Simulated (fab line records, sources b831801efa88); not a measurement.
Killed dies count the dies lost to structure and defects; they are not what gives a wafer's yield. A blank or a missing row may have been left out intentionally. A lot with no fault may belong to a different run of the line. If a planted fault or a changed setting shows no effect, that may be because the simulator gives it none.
fab line records | flow gf180mcu
record: lots: 5 | wafers: 15 | last-day: 34
route steps=602 shown M1@332 V1@335
lots untouched by any fault: they come from a run of this same line in which no faults occurred
start-h: hours from the record's opening day to when the first of the lot's shown wafers began | wait-h: hours since the lot's step before | " the same as in the row above | L1.1+2: a single row standing in for several wafers | - no value, or no start given | * or withheld: withheld | < > ~ a bound
route shown NAME@n: names a module that has steps shown in the file, with the first one's number in the route | usual: mean/standard deviation of fault-free wafers | same: alike in all rows | chamber/n: place in a boat | sites: the reading at each site | _std_site: the values' standard deviation | _edge_site: outer sites' mean less inner sites' | radius-mm: for every site, how far away it sits from the centre of the wafer | mask NAME#n: copy n | behind: tool/chamber where the wafer was last shaped | hold: the reason the lot was held/the length of the hold in hours/how it ended | device: whichever transistor did not switch (one of n, p or np) | end of line: the same wafers' tests at the end of the route | a step with no rows: only its recipe | killed: dies that structure and defects cost at the first sort, which is not the same as the wafer's yield | map: the dies of a wafer, with x for killed, . for not killed, _ for no die there
set.NAME: the setting as run; set.NAME@STEP: as run at that earlier step | model.NAME: the simulator's own value behind a step, which no gauge read
a table for each step, a row for each wafer; lots at some steps of the route
services: from which hour (start-h, from the record's first day; less than 0 if before it) a tool's chamber was out of use, for how many hours, and why
== steps ==
step: GF_M1_STRIP_17
recipe: chemistry: O2/N2 | power-w: 1400 | pressure-mtorr: 1500 | platen-temp-c: 250 | o2-flow-sccm: 3000 | n2-flow-sccm: 300 | overash-fraction: 0.5
usual: drypump-motor-current-A: 5.9/0.33 | heater-power-w: 346/27 | oes-product-au: 0.537/0.0046 | strip-time-to-endpoint-s: 7.38/0.043
lot.wafer | tool            | chamber | start-h | wait-h | drypump-motor-current-A | heater-power-w | oes-product-au | rf-hours-counter-h | strip-time-to-endpoint-s
L878.4    | plasma-asher-02 | 0       | 405.28  | 0.1    | 6.3                     | 322            | 0.542          | -                  | 7.42
L878.5    | "               | 0       | "       | "      | 6.4                     | 323            | 0.538          | -                  | 7.38
L878.6    | "               | 1       | "       | "      | 5.7                     | 351            | 0.528          | -                  | 7.36
L883.2    | plasma-asher-02 | 0       | 447.40  | 0.1    | 6.4                     | 322            | 0.542          | 33                 | 7.38
L883.3    | "               | 1       | "       | "      | 5.7                     | 356            | 0.537          | -                  | 7.40
L883.5    | "               | 0       | "       | "      | 6.4                     | 330            | 0.535          | -                  | 7.41
L885.1    | plasma-asher-04 | 1       | 469.35  | 0.1    | 5.2                     | 375            | 0.534          | 4                  | 7.34
L885.2    | "               | 0       | "       | "      | 6.0                     | 387            | 0.537          | 4                  | 7.35
L885.4    | "               | 1       | "       | "      | 5.2                     | 365            | 0.538          | -                  | 7.41
L894.2    | plasma-asher-02 | 0       | 542.99  | 0.1    | 6.3                     | 319            | 0.539          | 43                 | 7.45
L894.3    | "               | 1       | "       | "      | 5.7                     | 355            | 0.539          | -                  | 7.42
L894.4    | "               | 0       | "       | "      | 6.4                     | 319            | 0.537          | -                  | 7.42
L898.2    | plasma-asher-01 | 0       | 573.34  | 0.1    | 6.0                     | 313            | 0.536          | 98                 | 7.42
L898.4    | "               | 1       | "       | "      | 5.7                     | 368            | 0.535          | -                  | 7.42
L898.6    | "               | 0       | "       | "      | 6.0                     | 317            | 0.540          | -                  | 7.40
step: GF_M1_STRIP_18
recipe: chemistry: post-etch-residue-remover | time-s: 1200 | temp-c: 72.5
step: GF_M1_CLEAN_19
recipe: chemistry: DIW | dry: n2-spin
step: GF_V1_CVD_00
recipe: material: SiO2 | target-thk-nm: 600 | sigma-open-frac: 0.3 | temp-c: 400 | time-s: 100 | sih4-flow-sccm: 60 | pressure-mtorr: 6
step: GF_V1_THK_MEAS_01
recipe: reads: SiO2_of_V1_CVD_00
usual: V1_CVD_00_THK: 600/4.9
lot.wafer | tool          | chamber | start-h | wait-h | V1_CVD_00_THK[nm]
L878.4    | film-metro-03 | -       | 405.89  | 0.0    | 596
L878.5    | "             | -       | "       | "      | 598
L878.6    | "             | -       | "       | "      | 605
L883.2    | film-metro-03 | -       | 448.10  | 0.0    | 603
L883.3    | "             | -       | "       | "      | 605
L883.5    | "             | -       | "       | "      | 606
L885.1    | film-metro-01 | -       | 469.95  | 0.0    | 600
L885.2    | "             | -       | "       | "      | 591
L885.4    | "             | -       | "       | "      | 601
L894.2    | film-metro-03 | -       | 543.61  | 0.0    | 599
L894.3    | "             | -       | "       | "      | 608
L894.4    | "             | -       | "       | "      | 599
L898.2    | film-metro-03 | -       | 573.96  | 0.0    | 599
L898.4    | "             | -       | "       | "      | 603
L898.6    | "             | -       | "       | "      | 600
step: GF_V1_CVD_02
recipe: material: SiO2 | target-thk-nm: 850 | precursor: TEOS | temp-c: 400 | time-s: 94.851 | rf-w: 600
usual: heater-power-w: 724/87
lot.wafer | tool     | chamber | start-h | wait-h | heater-power-w
L878.4    | pecvd-01 | 0       | 405.96  | 0.1    | 617
L878.5    | "        | 2       | "       | "      | 739
L878.6    | "        | 1       | "       | "      | 677
L883.2    | pecvd-03 | 2       | 448.15  | 0.0    | 662
L883.3    | "        | 1       | "       | "      | 757
L883.5    | "        | 2       | "       | "      | 704
L885.1    | pecvd-03 | 2       | 470.01  | 0.1    | 683
L885.2    | "        | 0       | "       | "      | 772
L885.4    | "        | 0       | "       | "      | 836
L894.2    | pecvd-01 | 0       | 543.66  | 0.0    | 780
L894.3    | "        | 1       | "       | "      | 607
L894.4    | "        | 2       | "       | "      | 726
L898.2    | pecvd-03 | 0       | 574.01  | 0.0    | 805
L898.4    | "        | 1       | "       | "      | 641
L898.6    | "        | 0       | "       | "      | 855
step: GF_V1_THK_MEAS_03
recipe: reads: SiO2_of_V1_CVD_02
usual: V1_CVD_02_THK: 848/11
lot.wafer | tool          | chamber | start-h | wait-h | V1_CVD_02_THK[nm]
L878.4    | film-metro-02 | -       | 406.02  | 0.0    | 849
L878.5    | "             | -       | "       | "      | 856
L878.6    | "             | -       | "       | "      | 872
L883.2    | film-metro-03 | -       | 448.23  | 0.0    | 846
L883.3    | "             | -       | "       | "      | 840
L883.5    | "             | -       | "       | "      | 851
L885.1    | film-metro-03 | -       | 470.08  | 0.0    | 838
L885.2    | "             | -       | "       | "      | 831
L885.4    | "             | -       | "       | "      | 851
L894.2    | film-metro-01 | -       | 543.74  | 0.0    | 836
L894.3    | "             | -       | "       | "      | 826
L894.4    | "             | -       | "       | "      | 838
L898.2    | film-metro-01 | -       | 574.09  | 0.0    | 834
L898.4    | "             | -       | "       | "      | 845
L898.6    | "             | -       | "       | "      | 845
step: GF_V1_CMP_04
recipe: material: SiO2 | down-force-psi: 4 | platen-rpm: 60 | pad-velocity-m-s: 0.94248
usual: motor-current-A: 12.1/0.91 | time-to-endpoint-s: 79/5.6
lot.wafer | tool   | chamber | start-h | wait-h | motor-current-A | time-to-endpoint-s
L878.4    | cmp-02 | 1       | 406.10  | 0.1    | 12.2            | 78
L878.6    | "      | 0       | "       | "      | 12.2            | 86
L878.5    | "      | 1       | "       | "      | 12.6            | 78
L883.2    | cmp-02 | 3       | 448.28  | 0.0    | 12.6            | 79
L883.3    | "      | 2       | "       | "      | 10.6            | 75
L883.5    | "      | 3       | "       | "      | 13.0            | 80
L885.2    | cmp-02 | 2       | 470.14  | 0.0    | 10.0            | 70
L885.4    | "      | 3       | "       | "      | 14.0            | 82
L885.1    | "      | 0       | "       | "      | 12.8            | 77
L894.4    | cmp-01 | 1       | 543.79  | 0.0    | 11.7            | 70
L894.2    | "      | 2       | "       | "      | 12.2            | 73
L894.3    | "      | 3       | "       | "      | 12.0            | 66
L898.2    | cmp-02 | 2       | 574.14  | 0.0    | 10.1            | 76
L898.4    | "      | 3       | "       | "      | 13.7            | 83
L898.6    | "      | 3       | "       | "      | 13.3            | 83
step: GF_V1_BOW_MEAS_05
recipe: mode: bow
usual: V1_BOW: 82/8.3
lot.wafer | tool          | chamber | start-h | wait-h | V1_BOW[um]
L878.4    | film-metro-01 | -       | 406.41  | 0.3    | 79
L878.5    | "             | -       | "       | "      | 83
L878.6    | "             | -       | "       | "      | 95
L883.2    | film-metro-03 | -       | 448.60  | 0.3    | 76
L883.3    | "             | -       | "       | "      | 89
L883.5    | "             | -       | "       | "      | 84
L885.1    | film-metro-01 | -       | 470.44  | 0.1    | 86
L885.2    | "             | -       | "       | "      | 78
L885.4    | "             | -       | "       | "      | 79
L894.2    | film-metro-02 | -       | 544.11  | 0.2    | 66
L894.3    | "             | -       | "       | "      | 70
L894.4    | "             | -       | "       | "      | 86
L898.2    | film-metro-01 | -       | 574.46  | 0.3    | 83
L898.4    | "             | -       | "       | "      | 69
L898.6    | "             | -       | "       | "      | 80
step: GF_V1_DEHYDRATE_06
recipe: temp-c: 200 | time-s: 60
step: GF_V1_HMDS_07
recipe: prime-time-s: 60 | prime-temp-c: 120
step: GF_V1_COAT_08
recipe: resist: BARC | temp-c: withheld | time-s: withheld | spin-rpm: withheld | resist-thk-nm: withheld
step: GF_V1_COAT_09
recipe: resist: KrF | spin-rpm: withheld | resist-thk-nm: 1000
lot.wafer | tool           | chamber | start-h | wait-h | model.KrF_of_V1_COAT_09.thk-nm
L878.4    | litho-track-04 | 0       | 418     | -      | 998.8
L878.5+6  | "              | 0       | "       | "      | 1001
L883.2    | litho-track-01 | 0       | 460     | -      | 1003
L883.3    | "              | 0       | "       | "      | 1004
L883.5    | "              | 0       | "       | "      | 1001
L885.1    | litho-track-01 | 0       | 481     | -      | 1004
L885.2    | "              | 0       | "       | "      | 998.1
L885.4    | "              | 0       | 482     | -      | 1083
L894.2    | litho-track-04 | 0       | 554     | -      | 999
L894.3    | "              | 0       | "       | "      | 996.3
L894.4    | "              | 0       | "       | "      | 998.1
L898.2    | litho-track-04 | 0       | 585     | -      | 1001
L898.4    | "              | 0       | "       | "      | 1002
L898.6    | "              | 0       | "       | "      | 999.8
step: GF_V1_SOFTBAKE_10
recipe: temp-c: 130 | time-s: 60 | resist: KrF
step: GF_V1_EXPOSE_11
recipe: mask-id: Via1 | target-cd-nm: 260 | na: 0.68 | source-shape: conventional | sigma-outer: 0.6 | dose-mj: 38
step: GF_V1_PEB_12
recipe: peb-temp-c: 135 | peb-time-s: 90 | resist: KrF
step: GF_V1_DEVELOP_13
recipe: develop-time-s: 60 | resist: KrF | dev-temp-c: 21
lot.wafer | tool           | chamber | start-h | wait-h | model.KrF_of_V1_COAT_09.thk-nm
L878.4    | litho-track-03 | 0       | 429.94  | 0.1    | 983.8
L878.5    | "              | 0       | "       | "      | 986.2
L878.6    | "              | 0       | "       | "      | 986.5
L883.2    | litho-track-04 | 0       | 472.43  | 0.2    | 987.8
L883.3    | "              | 0       | "       | "      | 988.9
L883.5    | "              | 0       | "       | "      | 986.1
L885.1    | litho-track-03 | 0       | 494.66  | 0.2    | 989.2
L885.2    | "              | 0       | "       | "      | 983.1
L885.4    | "              | 0       | "       | "      | 1068
L894.2    | litho-track-04 | 0       | 565.83  | 0.2    | 984
L894.3    | "              | 0       | "       | "      | 981.4
L894.4    | "              | 0       | "       | "      | 983.2
L898.2    | litho-track-03 | 0       | 595.48  | 0.2    | 985.6
L898.4    | "              | 0       | "       | "      | 986.6
L898.6    | "              | 0       | "       | "      | 984.9
step: GF_V1_CD_MEAS_14
recipe: target-cd-nm: 260
usual: cd-nm: 260.3/1.2
lot.wafer | tool      | chamber | start-h | wait-h | cd-nm
L878.4    | cd-sem-02 | -       | 430.07  | 0.1    | 262.5
L878.5    | "         | -       | "       | "      | 263.1
L878.6    | "         | -       | "       | "      | 260.5
L883.2    | cd-sem-02 | -       | 472.58  | 0.1    | 260.0
L883.3    | "         | -       | "       | "      | 262.1
L883.5    | "         | -       | "       | "      | 261.3
L885.1    | cd-sem-02 | -       | 494.81  | 0.1    | 259.8
L885.2    | "         | -       | "       | "      | 260.8
L885.4    | "         | -       | "       | "      | 257.5
L894.2    | cd-sem-01 | -       | 565.98  | 0.1    | 259.3
L894.3    | "         | -       | "       | "      | 259.7
L894.4    | "         | -       | "       | "      | 261.3
L898.2    | cd-sem-01 | -       | 595.63  | 0.1    | 259.4
L898.4    | "         | -       | "       | "      | 260.5
L898.6    | "         | -       | "       | "      | 259.6
step: GF_V1_OVL_MEAS_15
usual: V1_OVL: -1/4.7
lot.wafer | tool       | chamber | start-h | wait-h | V1_OVL[nm]
L878.4    | overlay-01 | -       | 430.15  | 0.1    | -7
L878.5    | "          | -       | "       | "      | 2
L878.6    | "          | -       | "       | "      | -8
L883.2    | overlay-02 | -       | 472.68  | 0.1    | 2
L883.3    | "          | -       | "       | "      | 6
L883.5    | "          | -       | "       | "      | -2
L885.1    | overlay-02 | -       | 494.95  | 0.1    | 4
L885.2    | "          | -       | "       | "      | 2
L885.4    | "          | -       | "       | "      | 5
L894.2    | overlay-02 | -       | 566.08  | 0.1    | -4
L894.3    | "          | -       | "       | "      | -2
L894.4    | "          | -       | "       | "      | -1
L898.2    | overlay-02 | -       | 595.77  | 0.1    | -2
L898.4    | "          | -       | "       | "      | 10
L898.6    | "          | -       | "       | "      | 3
step: GF_V1_ETCH_16
recipe: chemistry: N2/H2 | target-depth-a: withheld | overetch-a: withheld | time-s: withheld | target: BARC | ion-energy-ev: 200 | source-w: 500 | bias-w: 100 | pressure-mtorr: 30 | n2-flow-sccm: 100 | h2-flow-sccm: 200
usual: drypump-motor-current-A: 5.7/0.36 | oes-product-au: 0.855/0.0047 | throttle-valve-pct: 13.223/0.0088
lot.wafer | tool        | chamber | start-h | wait-h | drypump-motor-current-A | oes-product-au | throttle-valve-pct | model.V1.cd-nm
L878.4    | rie-diel-01 | 0       | 430.17  | 0.0    | 5.4                     | 0.857          | 13.221             | 263.1
L878.5    | "           | 1       | "       | "      | 5.8                     | 0.856          | 13.217             | 262.9
L878.6    | "           | 2       | "       | "      | 5.6                     | 0.856          | 13.209             | 261
L883.2    | rie-diel-01 | 1       | 472.71  | 0.0    | 5.8                     | 0.855          | 13.230             | 259.6
L883.3    | "           | 2       | "       | "      | 5.6                     | 0.856          | 13.235             | 262
L883.5    | "           | 3       | "       | "      | 5.9                     | 0.859          | 13.227             | 260.7
L885.1    | rie-diel-01 | 0       | 494.98  | 0.0    | 5.4                     | 0.851          | 13.219             | 259.8
L885.2    | "           | 2       | "       | "      | 5.6                     | 0.850          | 13.232             | 260.8
L885.4    | "           | 1       | "       | "      | 5.8                     | 0.858          | 13.220             | 257.7
L894.2    | rie-diel-03 | 3       | 566.11  | 0.0    | 5.0                     | 0.859          | 13.221             | 259.9
L894.3    | "           | 0       | "       | "      | 5.8                     | 0.858          | 13.211             | 260.2
L894.4    | "           | 2       | "       | "      | 6.5                     | 0.852          | 13.223             | 261.9
L898.2    | rie-diel-01 | 0       | 595.80  | 0.0    | 5.4                     | 0.861          | 13.226             | 259.5
L898.4    | "           | 1       | "       | "      | 5.8                     | 0.857          | 13.223             | 260.3
L898.6    | "           | 3       | "       | "      | 5.9                     | 0.851          | 13.225             | 258.3
step: GF_V1_ETCH_17
recipe: chemistry: C4F8/O2/Ar | mask-material: KrF | target: SiO2 | stop-on: TiN | source-w: 1500 | bias-w: 1200 | pressure-mtorr: 40 | c4f8-flow-sccm: withheld | O2_flow_sccm: 6 | Ar_flow_sccm: 300 | time-s: withheld | target-depth-a: 6300
usual: oes-product-au: 0.856/0.0049
lot.wafer | tool        | chamber | start-h | wait-h | oes-product-au | model.V1.cd-nm
L878.4    | rie-diel-01 | 0       | -       | -      | 0.862          | 262.8
L878.5    | "           | 1       | "       | "      | 0.851          | 262.9
L878.6    | "           | 2       | "       | "      | 0.855          | 260.5
L883.2    | rie-diel-01 | 1       | -       | -      | 0.861          | 259
L883.3    | "           | 2       | "       | "      | 0.853          | 261.7
L883.5    | "           | 3       | "       | "      | 0.862          | 260.9
L885.1    | rie-diel-01 | 0       | -       | -      | 0.855          | 260.1
L885.2    | "           | 2       | "       | "      | 0.856          | 260.4
L885.4    | "           | 1       | "       | "      | 0.854          | 257.6
L894.2    | rie-diel-03 | 3       | -       | -      | 0.860          | 259.9
L894.3    | "           | 0       | "       | "      | 0.858          | 260.6
L894.4    | "           | 2       | "       | "      | 0.850          | 262
L898.2    | rie-diel-01 | 0       | -       | -      | 0.856          | 259.5
L898.4    | "           | 1       | "       | "      | 0.856          | 260.5
L898.6    | "           | 3       | "       | "      | 0.858          | 259
step: GF_V1_STRIP_18
recipe: chemistry: O2/N2 | power-w: 1400 | pressure-mtorr: 1500 | platen-temp-c: 250 | o2-flow-sccm: 3000 | n2-flow-sccm: 300 | overash-fraction: 0.5
usual: drypump-motor-current-A: 5.7/0.36 | heater-power-w: 347/22 | oes-product-au: 0.592/0.0047
lot.wafer | tool            | chamber | start-h | wait-h | drypump-motor-current-A | heater-power-w | oes-product-au | rf-hours-counter-h
L878.4    | plasma-asher-04 | 0       | 430.33  | -      | 5.9                     | 392            | 0.593          | -
L878.5    | "               | 0       | "       | "      | 5.9                     | 396            | 0.593          | -
L878.6    | "               | 1       | "       | "      | 5.2                     | 366            | 0.590          | -
L883.2    | plasma-asher-03 | 0       | 472.84  | -      | 5.7                     | 331            | 0.584          | 64
L883.3    | "               | 0       | "       | "      | 5.7                     | 328            | 0.595          | -
L883.5    | "               | 1       | "       | "      | 5.4                     | 341            | 0.597          | -
L885.1    | plasma-asher-03 | 1       | 495.11  | -      | 5.3                     | 339            | 0.591          | 66
L885.2    | "               | 0       | "       | "      | 5.7                     | 336            | 0.593          | 66
L885.4    | "               | 0       | "       | "      | 5.7                     | 336            | 0.625          | -
L894.2    | plasma-asher-03 | 0       | 566.24  | -      | 5.7                     | 335            | 0.591          | 73
L894.3    | "               | 1       | "       | "      | 5.4                     | 337            | 0.587          | -
L894.4    | "               | 0       | "       | "      | 5.7                     | 328            | 0.592          | -
L898.2    | plasma-asher-03 | 0       | 595.93  | -      | 5.7                     | 332            | 0.592          | 76
L898.4    | "               | 0       | "       | "      | 5.7                     | 337            | 0.592          | -
L898.6    | "               | 1       | "       | "      | 5.4                     | 339            | 0.584          | -
step: GF_V1_STRIP_19
recipe: chemistry: post-etch-residue-remover | time-s: 1200 | temp-c: 72.5
== services ==
tool            | chamber | start-h | hours | kind
cmp-02          | -       | 387.34  | 6.1   | pm
rie-diel-01     | 2       | 400.59  | 3.6   | repair
rie-diel-03     | -       | 401.67  | 1.0   | repair
rie-diel-01     | -       | 401.68  | 2.8   | pm
plasma-asher-04 | -       | 408.50  | 4.5   | repair
plasma-asher-02 | -       | 409.71  | 8.7   | repair
cmp-02          | -       | 414.46  | 1.9   | repair
plasma-asher-04 | -       | 421.25  | 9.0   | pm
pecvd-01        | -       | 421.79  | 0.5   | repair
pecvd-03        | -       | 426.98  | 1.7   | repair
rie-diel-01     | 1       | 434.84  | 7.8   | repair
rie-diel-03     | 2       | 441.77  | 3.4   | repair
pecvd-03        | -       | 448.44  | 0.8   | repair
pecvd-03        | -       | 453.10  | 14.6  | pm
plasma-asher-02 | -       | 463.96  | 2.3   | repair
pecvd-03        | 0       | 484.77  | 20.5  | repair
pecvd-01        | -       | 496.13  | 0.8   | pm
plasma-asher-02 | -       | 521.08  | 2.7   | repair
rie-diel-01     | 3       | 523.11  | 1.6   | repair
cmp-02          | -       | 535.81  | 1.7   | repair
plasma-asher-04 | -       | 564.69  | 3.8   | repair
rie-diel-01     | 0       | 572.73  | 14.5  | repair
cmp-02          | -       | 578.38  | 4.0   | pm
cmp-02          | -       | 584.25  | 4.8   | repair
== key ==
first-sign: step: GF_V1_STRIP_18 | reading: oes-product-au | direction: up | sigmas: 7 | usual: 0.592 | struck: 0.625
effect none on later readings
model-effect: step: GF_V1_COAT_09 | value: KrF_of_V1_COAT_09.thk-nm | without: 999.6 | struck: 1083
model-effect: step: GF_V1_DEVELOP_13 | value: KrF_of_V1_COAT_09.thk-nm | without: 984.7 | struck: 1068
model-effect: step: GF_V1_ETCH_16 | value: V1.cd-nm | without: 260.8 | struck: 257.7
model-effect: step: GF_V1_ETCH_17 | value: V1.cd-nm | without: 260.7 | struck: 257.6
met-at GF_V1_COAT_09
struck-wafers L885.4
onset-between 460 481
fault: kind: process-parameter-drift | tool: litho-track-01 | chamber: - | onset-h: 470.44 | steps: GF_V1_COAT_09 | channel: resist-thk-nm | offset: * | shape: step | end-h: 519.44 | scope: struck-wafers-only | acts-in: * | stated: *
